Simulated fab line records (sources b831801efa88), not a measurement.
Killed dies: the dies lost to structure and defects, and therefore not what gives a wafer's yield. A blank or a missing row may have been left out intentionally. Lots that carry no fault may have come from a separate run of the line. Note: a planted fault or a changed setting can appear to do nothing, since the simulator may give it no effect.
Which of the tools did it? :: flow sfq-line :: Sampling: 14 lots, 42 wafers, 3 of 325 route steps

WHAT EACH GAUGE READ, for each wafer
SFQ_M2_OVL_MEAS_916. Usual: M2_OVL typically reads -3 nm, with standard deviation 5.
lot: L734
measured: day 17 22:50
on: overlay-01
M2_OVL (nm): -9 -3 -3
flag: 

lot: L736
measured: day 18 09:32
on: overlay-02
M2_OVL (nm): 2 1 4
flag: 

lot: L737
measured: day 18 21:32
on: overlay-02
M2_OVL (nm): -6 -10 -3
flag: 

lot: L738
measured: day 19 11:57
on: overlay-01
M2_OVL (nm): -2 1 -4
flag: 

lot: L740
measured: day 20 03:05
on: overlay-02
M2_OVL (nm): -9 -13 -14
flag: 

lot: L741
measured: day 20 15:05
on: overlay-01
M2_OVL (nm): -6 1 -2
flag: 

lot: L742
measured: day 20 22:18
on: overlay-02
M2_OVL (nm): 0 2 0
flag: 

lot: L743
measured: day 21 07:54
on: overlay-02
M2_OVL (nm): -4 -2 1
flag: 

lot: L745
measured: day 21 13:53
on: overlay-01
M2_OVL (nm): -2 -1 3
flag: 

lot: L746
measured: day 21 22:17
on: overlay-02
M2_OVL (nm): 0 -5 3
flag: 

lot: L751
measured: day 23 18:13
on: overlay-02
M2_OVL (nm): -2 -9 -11
flag: 

lot: L753
measured: day 24 09:49
on: overlay-01
M2_OVL (nm): 0 1 2
flag: 

lot: L755
measured: day 25 05:01
on: overlay-01
M2_OVL (nm): -3 4 1
flag: 

lot: L756
measured: day 25 12:01
on: overlay-02
M2_OVL (nm): 1 -4 -3
flag: 

SFQ_M5_OVL_MEAS_932. Usual: M5_OVL typically reads 1 nm, with standard deviation 5.1.
lot: L734
measured: day 45 14:16
on: overlay-01
M5_OVL (nm): 9 12 16
flag: 

lot: L736
measured: day 46 04:40
on: overlay-01
M5_OVL (nm): 0 5 1
flag: 

lot: L737
measured: day 46 20:35
on: overlay-01
M5_OVL (nm): 4 -3 4
flag: 

lot: L738
measured: day 48 01:46
on: overlay-02
M5_OVL (nm): 6 -2 7
flag: 

lot: L740
measured: day 48 23:29
on: overlay-01
M5_OVL (nm): 3 4 1
flag: 

lot: L741
measured: day 49 02:23
on: overlay-02
M5_OVL (nm): 5 3 6
flag: 

lot: L742
measured: day 49 16:17
on: overlay-01
M5_OVL (nm): 0 0 -1
flag: 

lot: L743
measured: day 56 06:42
on: overlay-01
M5_OVL (nm): 8 4 8
flag: 

lot: L745
measured: day 56 23:13
on: overlay-01
M5_OVL (nm): 1 -3 -4
flag: 

lot: L746
measured: day 57 02:49
on: overlay-01
M5_OVL (nm): 8 1 -2
flag: 

lot: L751
measured: day 59 07:54
on: overlay-02
M5_OVL (nm): -4 0 -2
flag: 

lot: L753
measured: day 60 21:22
on: overlay-02
M5_OVL (nm): 4 3 7
flag: 

lot: L755
measured: day 61 04:34
on: overlay-02
M5_OVL (nm): -4 -2 -8
flag: 

lot: L756
measured: day 61 11:55
on: overlay-01
M5_OVL (nm): 13 6 6
flag: 

WHAT TOOL EACH LOT RAN ON (gives the tool, then ch and the chambers of the sampled wafers, and finally the start)
lot: L734
SFQ_TRILAYER_JJ_TRILAYER_DEP_SPUTTER_109: pvd-sputter-04, day 40 19:19

lot: L736
SFQ_TRILAYER_JJ_TRILAYER_DEP_SPUTTER_109: pvd-sputter-06, day 41 22:43

lot: L737
SFQ_TRILAYER_JJ_TRILAYER_DEP_SPUTTER_109: pvd-sputter-03, day 42 15:29

lot: L738
SFQ_TRILAYER_JJ_TRILAYER_DEP_SPUTTER_109: pvd-sputter-06, day 43 08:04

lot: L740
SFQ_TRILAYER_JJ_TRILAYER_DEP_SPUTTER_109: pvd-sputter-06, day 43 20:04

lot: L741
SFQ_TRILAYER_JJ_TRILAYER_DEP_SPUTTER_109: pvd-sputter-04, day 43 21:16

lot: L742
SFQ_TRILAYER_JJ_TRILAYER_DEP_SPUTTER_109: pvd-sputter-04, day 44 09:16

lot: L743
SFQ_TRILAYER_JJ_TRILAYER_DEP_SPUTTER_109: pvd-sputter-04, day 44 16:28

lot: L745
SFQ_TRILAYER_JJ_TRILAYER_DEP_SPUTTER_109: pvd-sputter-03, day 45 02:04

lot: L746
SFQ_TRILAYER_JJ_TRILAYER_DEP_SPUTTER_109: pvd-sputter-04, day 45 07:28

lot: L751
SFQ_TRILAYER_JJ_TRILAYER_DEP_SPUTTER_109: pvd-sputter-06, day 47 01:37

lot: L753
SFQ_TRILAYER_JJ_TRILAYER_DEP_SPUTTER_109: pvd-sputter-04, day 48 12:31

lot: L755
SFQ_TRILAYER_JJ_TRILAYER_DEP_SPUTTER_109: pvd-sputter-04, day 49 01:31

lot: L756
SFQ_TRILAYER_JJ_TRILAYER_DEP_SPUTTER_109: pvd-sputter-06, day 49 05:07
- SFQ_TRILAYER_JJ_TRILAYER_DEP_SPUTTER_109: material Nb, target thk 150 nm, time 100 s.

WHAT THE TOOLS THEMSELVES READ (means of the sampled wafers that have a number; where no wafer has one, the mark that the record gives instead)
SFQ_TRILAYER_JJ_TRILAYER_DEP_SPUTTER_109. Usual: 30.2 % for throttle-valve-pct, sd 1.1.
lot: L734
tool: pvd-sputter-04
throttle-valve-pct (%): 30.9
flag: 

lot: L736
tool: pvd-sputter-06
throttle-valve-pct (%): 29.5
flag: 

lot: L737
tool: pvd-sputter-03
throttle-valve-pct (%): 30.3
flag: 

lot: L738
tool: pvd-sputter-06
throttle-valve-pct (%): 28.4
flag: 

lot: L740
tool: pvd-sputter-06
throttle-valve-pct (%): 28.7
flag: 

lot: L741
tool: pvd-sputter-04
throttle-valve-pct (%): 31.2
flag: 

lot: L742
tool: pvd-sputter-04
throttle-valve-pct (%): 30.6
flag: 

lot: L743
tool: pvd-sputter-04
throttle-valve-pct (%): 31.4
flag: 

lot: L745
tool: pvd-sputter-03
throttle-valve-pct (%): 30.1
flag: 

lot: L746
tool: pvd-sputter-04
throttle-valve-pct (%): 31.0
flag: 

lot: L751
tool: pvd-sputter-06
throttle-valve-pct (%): 29.4
flag: 

lot: L753
tool: pvd-sputter-04
throttle-valve-pct (%): 30.6
flag: 

lot: L755
tool: pvd-sputter-04
throttle-valve-pct (%): 30.4
flag: 

lot: L756
tool: pvd-sputter-06
throttle-valve-pct (%): 29.0
flag: 

THE ANSWER, worked out from the rows above alone
Rule: take the mean of a lot's wafers that have a number; if it is more than 3 standard deviations from the usual mean, the lot is off. A lot without any number at a reading at which 4 lots or more have one is off too. Where the step has rows for the other lots, those lots are counted as sound. First the gauges in route order, then the tools' own readings, where a lot's mean is used as printed above. At the first step where some lot is off, the reading lying furthest off is the one used; lots without a number count as furthest.
No lot is off at any reading shown: from this, nothing can be told.

WHAT THE SIMULATOR HAD PUT IN
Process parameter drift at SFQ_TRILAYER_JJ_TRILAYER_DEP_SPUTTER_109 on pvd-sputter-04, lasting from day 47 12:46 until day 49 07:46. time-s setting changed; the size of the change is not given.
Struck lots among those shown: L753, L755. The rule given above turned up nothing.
